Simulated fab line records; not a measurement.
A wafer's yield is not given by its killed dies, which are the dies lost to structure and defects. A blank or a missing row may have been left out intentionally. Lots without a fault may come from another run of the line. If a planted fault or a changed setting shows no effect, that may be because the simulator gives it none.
Which tool was responsible? :: flow sky130 :: Sampling: 14 lots, 42 wafers, 4 of 708 route steps

WHAT EACH GAUGE READ, for each wafer
SKY_VT_ADJUST_HVTR_CD_MEAS_07 targets a cd of 380 nm. Usual: 380 nm for cd nm, sd 3.1.
lot: L643
measured: day 9 07:52
on: cd sem-02
cd nm (nm): 380 377 381
flag: 

lot: L644
measured: day 9 19:08
on: cd sem-01
cd nm (nm): 386 383 382
flag: 

lot: L646
measured: day 10 06:25
on: cd sem-01
cd nm (nm): 380 379 381
flag: 

lot: L645
measured: day 10 08:31
on: cd sem-02
cd nm (nm): 382 381 382
flag: 

lot: L647
measured: day 10 13:31
on: cd sem-02
cd nm (nm): 378 377 380
flag: 

lot: L648
measured: day 10 21:36
on: cd sem-02
cd nm (nm): 377 380 381
flag: 

lot: L649
measured: day 11 03:50
on: cd sem-01
cd nm (nm): 385 386 381
flag: 

lot: L650
measured: day 11 12:55
on: cd sem-01
cd nm (nm): 378 380 379
flag: 

lot: L651
measured: day 11 20:37
on: cd sem-01
cd nm (nm): 375 373 373
flag: 

lot: L655
measured: day 13 01:54
on: cd sem-01
cd nm (nm): 381 381 383
flag: 

lot: L659
measured: day 14 10:58
on: cd sem-01
cd nm (nm): 357 365 374
flag: OFF

lot: L660
measured: day 14 20:13
on: cd sem-01
cd nm (nm): 368 361 369
flag: OFF

lot: L665
measured: day 15 23:35
on: cd sem-02
cd nm (nm): 377 378 380
flag: 

lot: L666
measured: day 16 10:51
on: cd sem-02
cd nm (nm): 382 383 382
flag: 

SKY_VT_ADJUST_PCH_OVL_MEAS_07. Usual: VT_ADJUST_PCH_OVL -1.6 nm, standard deviation 1.5.
lot: L643
measured: day 10 06:04
on: overlay-02
VT_ADJUST_PCH_OVL (nm): -1.3 -2.6 -2.4
flag: 

lot: L644
measured: day 10 17:37
on: overlay-02
VT_ADJUST_PCH_OVL (nm): -2.3 -2.7 -2.8
flag: 

lot: L646
measured: day 11 05:46
on: overlay-02
VT_ADJUST_PCH_OVL (nm): 0.4 2.4 -1.6
flag: 

lot: L645
measured: day 11 08:06
on: overlay-01
VT_ADJUST_PCH_OVL (nm): -1.9 -2.5 -1.4
flag: 

lot: L647
measured: day 11 13:34
on: overlay-01
VT_ADJUST_PCH_OVL (nm): -5.3 -4.1 -2.9
flag: 

lot: L648
measured: day 11 20:35
on: overlay-01
VT_ADJUST_PCH_OVL (nm): 0.5 0.4 0.7
flag: 

lot: L649
measured: day 12 04:24
on: overlay-01
VT_ADJUST_PCH_OVL (nm): -0.9 -1.7 -1.7
flag: 

lot: L650
measured: day 12 12:56
on: overlay-02
VT_ADJUST_PCH_OVL (nm): 0.1 -1.6 0.2
flag: 

lot: L651
measured: day 12 21:27
on: overlay-02
VT_ADJUST_PCH_OVL (nm): -1.3 -4.6 -2.7
flag: 

lot: L655
measured: day 14 02:51
on: overlay-02
VT_ADJUST_PCH_OVL (nm): -2.5 -2.9 -2.9
flag: 

lot: L659
measured: day 15 12:31
on: overlay-02
VT_ADJUST_PCH_OVL (nm): 0.4 0.3 1.1
flag: 

lot: L660
measured: day 15 21:57
on: overlay-02
VT_ADJUST_PCH_OVL (nm): -1.1 -1.7 -0.1
flag: 

lot: L665
measured: day 16 23:10
on: overlay-02
VT_ADJUST_PCH_OVL (nm): -4.0 -4.4 -3.1
flag: 

lot: L666
measured: day 17 12:33
on: overlay-02
VT_ADJUST_PCH_OVL (nm): -3.0 -2.8 -2.6
flag: 

SKY_POLY_GATE_THK_MEAS_04. Usual: POLY_GATE_CVD_03_THK 75.1 nm, standard deviation 0.73.
lot: L643
measured: day 15 09:22
on: film metro-03
POLY_GATE_CVD_03_THK (nm): 74.1 74.3 74.3
flag: 

lot: L644
measured: day 15 10:50
on: film metro-03
POLY_GATE_CVD_03_THK (nm): 74.4 73.6 73.9
flag: 

lot: L646
measured: day 17 02:21
on: film metro-02
POLY_GATE_CVD_03_THK (nm): 75.0 75.1 75.0
flag: 

lot: L645
measured: day 17 02:21
on: film metro-04
POLY_GATE_CVD_03_THK (nm): 74.0 74.5 74.2
flag: 

lot: L647
measured: day 20 19:50
on: film metro-04
POLY_GATE_CVD_03_THK (nm): 76.8 76.8 77.0
flag: 

lot: L648
measured: day 20 19:50
on: film metro-02
POLY_GATE_CVD_03_THK (nm): 75.1 75.4 75.8
flag: 

lot: L649
measured: day 20 19:51
on: film metro-03
POLY_GATE_CVD_03_THK (nm): 74.9 75.2 74.9
flag: 

lot: L650
measured: day 20 19:54
on: film metro-03
POLY_GATE_CVD_03_THK (nm): 75.6 75.0 75.5
flag: 

lot: L651
measured: day 20 21:53
on: film metro-03
POLY_GATE_CVD_03_THK (nm): 75.2 75.2 75.3
flag: 

lot: L655
measured: day 21 02:15
on: film metro-02
POLY_GATE_CVD_03_THK (nm): 75.3 75.0 76.4
flag: 

lot: L659
measured: day 21 06:02
on: film metro-02
POLY_GATE_CVD_03_THK (nm): 75.9 76.3 75.8
flag: 

lot: L660
measured: day 21 08:46
on: film metro-04
POLY_GATE_CVD_03_THK (nm): 75.6 74.7 75.3
flag: 

lot: L665
measured: day 22 15:01
on: film metro-03
POLY_GATE_CVD_03_THK (nm): 73.7 74.3 74.5
flag: 

lot: L666
measured: day 23 04:49
on: film metro-03
POLY_GATE_CVD_03_THK (nm): 74.1 74.0 74.2
flag: 

EACH LOT AND THE TOOL THAT RAN IT (in order: tool; ch and the chambers of the sampled wafers; start)
lot: L643
SKY_VT_ADJUST_HVTR_EXPOSE_04: iline stepper-01 ch 0, day 8 21:16

lot: L644
SKY_VT_ADJUST_HVTR_EXPOSE_04: iline stepper-01 ch 0, day 9 08:25

lot: L646
SKY_VT_ADJUST_HVTR_EXPOSE_04: iline stepper-01 ch 0, day 9 20:10

lot: L645
SKY_VT_ADJUST_HVTR_EXPOSE_04: iline stepper-02 ch 0, day 9 21:40

lot: L647
SKY_VT_ADJUST_HVTR_EXPOSE_04: iline stepper-01 ch 0, day 10 02:49

lot: L648
SKY_VT_ADJUST_HVTR_EXPOSE_04: iline stepper-02 ch 0, day 10 10:14

lot: L649
SKY_VT_ADJUST_HVTR_EXPOSE_04: iline stepper-01 ch 0, day 10 17:06

lot: L650
SKY_VT_ADJUST_HVTR_EXPOSE_04: iline stepper-01 ch 0, day 11 01:16

lot: L651
SKY_VT_ADJUST_HVTR_EXPOSE_04: iline stepper-02 ch 0, day 11 08:49

lot: L655
SKY_VT_ADJUST_HVTR_EXPOSE_04: iline stepper-01 ch 0, day 12 13:46

lot: L659
SKY_VT_ADJUST_HVTR_EXPOSE_04: iline stepper-02 ch 0, day 13 22:44

lot: L660
SKY_VT_ADJUST_HVTR_EXPOSE_04: iline stepper-02 ch 0, day 14 07:12

lot: L665
SKY_VT_ADJUST_HVTR_EXPOSE_04: iline stepper-01 ch 0, day 15 11:12

lot: L666
SKY_VT_ADJUST_HVTR_EXPOSE_04: iline stepper-01 ch 0, day 15 23:17
- SKY_VT_ADJUST_HVTR_EXPOSE_04: exposes mask HVTRM, target cd 380 nm.

WHAT THE TOOLS THEMSELVES READ (means of the sampled wafers that have a number; where no wafer has one, the mark that the record gives instead)
The record holds no such reading with a usual standard deviation.

THE ANSWER, worked out from the rows above alone
Rule: a lot counts as off when the mean over its wafers that have a number is more than 3 standard deviations away from the usual mean. A lot without any number at a reading at which 4 lots or more have one is off too. The other lots that the step has rows for count as sound. Order of review: gauges by route order, followed by the tools' own readings, for which a lot's mean as printed above is used. At the first step where some lot is off, the reading lying furthest off is the one used; lots without a number count as furthest.
Off: L659, L660, at SKY_VT_ADJUST_HVTR_CD_MEAS_07 (cd nm).
If a tool, at a process step before that reading, ran all the lots that are off and no sound lot after the first of them, it fits. The gauges at SKY_VT_ADJUST_HVTR_CD_MEAS_07 are tried like those tools. This does not decide it: 2 tools fit, namely iline stepper-02 at SKY_VT_ADJUST_HVTR_EXPOSE_04 and cd sem-01 at SKY_VT_ADJUST_HVTR_CD_MEAS_07.

WHAT WAS PUT IN BY THE SIMULATOR
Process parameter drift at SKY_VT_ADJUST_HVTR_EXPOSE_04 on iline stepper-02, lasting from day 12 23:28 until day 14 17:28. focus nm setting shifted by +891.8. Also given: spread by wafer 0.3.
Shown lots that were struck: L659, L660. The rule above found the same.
